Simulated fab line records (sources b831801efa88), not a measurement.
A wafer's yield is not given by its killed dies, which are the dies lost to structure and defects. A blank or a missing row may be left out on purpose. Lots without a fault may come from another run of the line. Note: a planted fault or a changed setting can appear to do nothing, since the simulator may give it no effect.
The tool behind it: which one?	flow sky130	13 lots, 39 wafers sampled, at 3 steps of a route of 708

## WHAT THE GAUGES READ, wafer by wafer
SKY_NWELL_RS_MEAS_31: the measuring method here is four-point-probe. Usual: PWDE_RS typically reads 5285 ohm/sq, with standard deviation 20.
lot	measured	on	PWDE_RS (ohm/sq)	flag
L425	day 5 10:49	film_metro-02	5268 5283 5284	
L427	day 5 18:35	film_metro-02	5288 5298 5299	
L428	day 6 00:48	film_metro-02	5279 5275 5288	
L431	day 6 18:16	film_metro-04	5246 5255 5244	
L432	day 7 00:10	film_metro-04	5280 5281 5282	
L433	day 7 07:36	film_metro-04	5300 5298 5317	
L434	day 7 18:36	film_metro-03	5283 5296 5295	
L435	day 8 05:56	film_metro-03	5238 5267 5249	
L438	day 8 19:08	film_metro-02	5266 5248 5249	
L443	day 10 03:29	film_metro-03	5300 5270 5273	
L445	day 10 06:58	film_metro-03	5298 5303 5307	
L446	day 10 15:37	film_metro-04	5265 5260 5264	
L448	day 11 03:19	film_metro-02	5268 5288 5284	

SKY_VT_ADJUST_LVTN_OVL_MEAS_18. Usual: VT_ADJUST_LVTN_01_OVL typically reads 0.3 nm, with standard deviation 1.1.
lot	measured	on	VT_ADJUST_LVTN_01_OVL (nm)	flag
L425	day 7 19:26	overlay-02	1.2 -0.4 0.8	
L427	day 8 03:18	overlay-01	0.7 0.7 1.0	
L428	day 8 12:21	overlay-01	0.6 1.1 0.3	
L431	day 9 06:38	overlay-02	1.2 4.0 2.2	
L432	day 9 14:53	overlay-01	0.2 -0.5 -0.3	
L433	day 9 22:14	overlay-01	-0.7 -1.5 -0.9	
L434	day 10 10:42	overlay-01	-0.2 -0.9 -1.6	
L435	day 11 00:48	overlay-02	0.9 -0.2 0.6	
L438	day 11 15:21	overlay-01	-0.2 1.3 0.3	
L443	day 13 03:06	overlay-02	-0.5 0.6 -0.1	
L445	day 13 07:08	overlay-02	1.1 1.1 -0.1	
L446	day 13 16:49	overlay-02	-0.1 0.4 0.3	
L448	day 14 06:05	overlay-02	-1.9 -1.9 -1.4	

## WHICH TOOL RAN EACH LOT (tool, then ch and the chambers of the sampled wafers, then the start)
lot	SKY_VT_ADJUST_HVTP_STRIP_10
L425	plasma_asher-02 ch 0,1, day 6 04:36
L427	plasma_asher-02 ch 0,1, day 6 12:26
L428	plasma_asher-02 ch 0, day 6 19:34
L431	plasma_asher-02 ch 0,1, day 7 13:33
L432	plasma_asher-01 ch 0,1, day 7 20:42
L433	plasma_asher-01 ch 0,1, day 8 03:54
L434	plasma_asher-02 ch 0,1, day 8 14:57
L435	plasma_asher-04 ch 0,1, day 9 04:02
L438	plasma_asher-01 ch 0,1, day 9 17:04
L443	plasma_asher-02 ch 0,1, day 11 02:25
L445	plasma_asher-01 ch 0,1, day 11 06:34
L446	plasma_asher-01 ch 0,1, day 11 15:23
L448	plasma_asher-01 ch 0,1, day 12 02:37
- SKY_VT_ADJUST_HVTP_STRIP_10: strips in O2/N2.

## WHAT THE TOOLS THEMSELVES READ (means of the sampled wafers that have a number; where no wafer has one, the mark that the record gives instead)
SKY_VT_ADJUST_HVTP_STRIP_10. Usual: drypump_motor_current_A 5.8 A, standard deviation 0.56; o2_flow_sccm 3000 sccm, standard deviation 8.5; oes_product_au 0.715 a.u., standard deviation 0.004; strip_time_to_endpoint_s 14.17 s, standard deviation 0.04.
lot	tool	drypump_motor_current_A (A)	o2_flow_sccm (sccm)	oes_product_au (a.u.)	strip_time_to_endpoint_s (s)	flag
L425	plasma_asher-02	5.7	3010	0.713	14.13	
L427	plasma_asher-02	5.7	2999	0.720	14.15	
L428	plasma_asher-02	6.3	2989	0.713	14.15	
L431	plasma_asher-02	5.7	3008	0.716	14.17	
L432	plasma_asher-01	5.5	3008	0.717	14.17	
L433	plasma_asher-01	5.5	3008	0.713	14.17	
L434	plasma_asher-02	5.7	2995	0.717	14.14	
L435	plasma_asher-04	5.6	3000	0.714	14.20	
L438	plasma_asher-01	5.5	2998	0.714	14.20	
L443	plasma_asher-02	5.7	3000	0.715	14.14	
L445	plasma_asher-01	5.5	3006	0.717	14.24	
L446	plasma_asher-01	5.5	2994	0.720	14.11	
L448	plasma_asher-01	5.9	2999	0.718	14.20	

## THE ANSWER, worked out from the rows above alone
Rule: a lot counts as off when the mean over its wafers that have a number is more than 3 standard deviations away from the usual mean. Also off: a lot with no number at a reading for which 4 or more lots have one. All remaining lots with rows at the step are treated as sound. The gauges are gone through in route order, then the tools' own readings, and for those a lot's mean is taken as printed above. At the first step where some lot is off, the reading lying furthest off is the one used; lots without a number count as furthest.
No lot is off at any reading shown: from this, nothing can be told.

## WHAT WAS PUT IN BY THE SIMULATOR
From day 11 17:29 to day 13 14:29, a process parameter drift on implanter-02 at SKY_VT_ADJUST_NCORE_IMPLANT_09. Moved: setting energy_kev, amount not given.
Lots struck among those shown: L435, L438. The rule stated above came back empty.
